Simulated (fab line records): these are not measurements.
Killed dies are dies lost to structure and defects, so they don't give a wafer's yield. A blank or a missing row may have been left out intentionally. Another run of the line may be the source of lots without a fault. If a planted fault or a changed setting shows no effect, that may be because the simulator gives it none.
Matching of chambers + flow gf180mcu + 4 sister chambers for GF_CONTACT_ETCH_16 on rie-diel-02
The step etches BARC in N2/H2. 14 wafers are shown with their chamber, then 7 later ones without.

## WAFERS WITH THEIR CHAMBER
| wafer  | chamber | oes-product-au (a.u.) | throttle-valve-pct (%) |
|--------|---------|-----------------------|------------------------|
| L483.2 | 3       | 0.852                 | 13.229                 |
| L483.3 | 1       | 0.861                 | 13.239                 |
| L483.6 | 0       | 0.851                 | 13.216                 |
| L485.1 | 3       | 0.852                 | 13.210                 |
| L485.3 | 2       | 0.860                 | 13.231                 |
| L485.4 | 1       | 0.859                 | 13.232                 |
| L486.2 | 1       | 0.855                 | 13.229                 |
| L486.3 | 2       | 0.856                 | 13.227                 |
| L486.5 | 3       | 0.851                 | 13.219                 |
| L490.1 | 0       | 0.851                 | 13.216                 |
| L490.3 | 3       | 0.858                 | 13.224                 |
| L490.6 | 3       | 0.850                 | 13.211                 |
| L491.2 | 2       | 0.854                 | 13.232                 |
| L491.5 | 0       | 0.848                 | 13.229                 |

SIGNATURES (averages over the wafers above)
| reading            | chamber 0 | chamber 1 | chamber 2 | chamber 3 | scatter within a chamber |
|--------------------|-----------|-----------|-----------|-----------|--------------------------|
| oes-product-au     | 0.85000   | 0.85833   | 0.85667   | 0.85260   | 0.00287                  |
| throttle-valve-pct | 13.22033  | 13.23333  | 13.23000  | 13.21860  | 0.0067                   |
Rule: for each reading, subtract the chamber's mean from the wafer's reading, divide by that reading's scatter and square the result; add these up over the readings and take the root, which gives the wafer's distance from the chamber. If the next closest chamber is less than 2 further off than the closest, the wafer can't be placed; otherwise it belongs to the closest. How the scatter is found: for the shown wafers, subtract from each reading the mean of its chamber, square and add these, divide the total by (wafers less chambers), then take the root.

## WAFERS WHOSE CHAMBER IS MISSING
| wafer  | oes-product-au (a.u.) | throttle-valve-pct (%) |
|--------|-----------------------|------------------------|
| L491.6 | 0.854                 | 13.222                 |
| L495.1 | 0.854                 | 13.226                 |
| L495.4 | 0.863                 | 13.239                 |
| L495.5 | 0.850                 | 13.223                 |
| L504.4 | 0.854                 | 13.196                 |
| L504.5 | 0.850                 | 13.235                 |
| L504.6 | 0.853                 | 13.221                 |

## CHAMBER TAKEN BY EACH
| wafer  | from the rows above               | in truth |
|--------|-----------------------------------|----------|
| L491.6 | can't be placed: 3 or 0 or 2 or 1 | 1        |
| L495.1 | can't be placed: 2 or 3 or 0 or 1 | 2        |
| L495.4 | can't be placed: 1 or 2           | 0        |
| L495.5 | can't be placed: 0 or 3           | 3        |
| L504.4 | can't be placed: 3 or 0 or 2      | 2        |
| L504.5 | can't be placed: 0 or 2 or 3 or 1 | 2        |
| L504.6 | can't be placed: 3 or 0 or 2      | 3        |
Correct placement for 0 of the 7. Cannot be placed on the basis of these rows: 7; the candidates contain the true chamber in 6. Placed wrongly: 0.
